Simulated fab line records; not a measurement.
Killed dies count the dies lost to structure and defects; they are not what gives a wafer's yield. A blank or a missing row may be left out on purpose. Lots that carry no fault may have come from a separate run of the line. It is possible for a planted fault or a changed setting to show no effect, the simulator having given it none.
A lot that was struck, set against a sound lot    flow sky130    15 out of 708 route steps
Sound: the wafers L962.4, L962.5, L962.6. Struck: wafers L974.2, L974.4, L974.6. The cause is named last.
Order at every step that has rows: each side's tool, ch and its chambers, its first start. Under that, the readings that differ: sound wafers    struck wafers    difference of the means    sigmas: that difference in standard deviations of wafers without a fault.
alike: readings whose means differ by less than 2 such deviations, and words and numbers that are the same on both sides. not compared: withheld readings, readings that some wafer has no value for, bounds like >300 that may hide the same value, and numbers for which the record gives no deviation and whose values overlap.
A row with sigmas, a row that says differs or no value, or rows on one side alone: a step with any of these is where the two part. When numbers do not overlap yet have no deviation, they are printed without sigmas and do not part them. Lack of a reading on every wafer of one side parts them only where that side has two or more wafers.

SKY_POLY_GATE_CD_MEAS_22:
  sound on cdSem-01 at day 17 04:17; struck on cdSem-02 at day 21 15:20
  alike: cdNm
then, 7 steps without rows for these wafers: SKY_LDD_N_DEHYDRATE_00 (time 60 s); SKY_LDD_N_HMDS_01 (prime time 60 s); SKY_LDD_N_COAT_02 (resist thk 300 nm); SKY_LDD_N_SOFTBAKE_03 (time 60 s); SKY_LDD_N_EXPOSE_04 (exposes mask NTM, target cd 840 nm); SKY_LDD_N_PEB_05; SKY_LDD_N_DEVELOP_06 (develop time 60 s).
SKY_LDD_N_OVL_MEAS_07:
  sound on overlay-02 at day 18 10:20; struck on overlay-02 at day 22 22:19
  alike: LDD_N_OVL
then, 3 steps without rows for these wafers: SKY_LDD_N_IMPLANT_08; SKY_LDD_N_IMPLANT_09; SKY_LDD_N_IMPLANT_10.
SKY_LDD_N_IMPLANT_11:
  sound on implanter-04 ch 0, day 18 10:53; struck on implanter-03 ch 0, day 22 22:49
reading                   sound                 struck                difference  sigmas
beamEnergyKeV             20.006 20.013 20.007  21.725 21.722 21.719  +1.713      +99 or more
model.implant.rpNm (nm)   15.67 15.67 15.67     16.85 16.85 16.85     +1.18       
model.implant.drpNm (nm)  7.212 7.212 7.212     7.638 7.638 7.638     +0.426      
  alike: endStationPressureTorr, faradayCurrentUA
next, for these wafers, 1 step has no rows: SKY_LDD_N_IMPLANT_12.
-- here the record skips 26 days between the struck wafers' starts before and after, leaving off in module LDD_N and picking up in module PAD_OPEN (first step shown: number 708 of the route) --
SKY_PAD_OPEN_PROBE_99:
  the record has rows for the struck wafers here (prober-01, day 49 04:50) and none for the sound ones

== WHERE THEY PART ==
Earliest at SKY_LDD_N_IMPLANT_11; latest, in this record, at SKY_PAD_OPEN_PROBE_99.

WHY: the cause the simulator had injected
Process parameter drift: implanter-03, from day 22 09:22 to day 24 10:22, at SKY_LDD_N_IMPLANT_11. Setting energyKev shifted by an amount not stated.
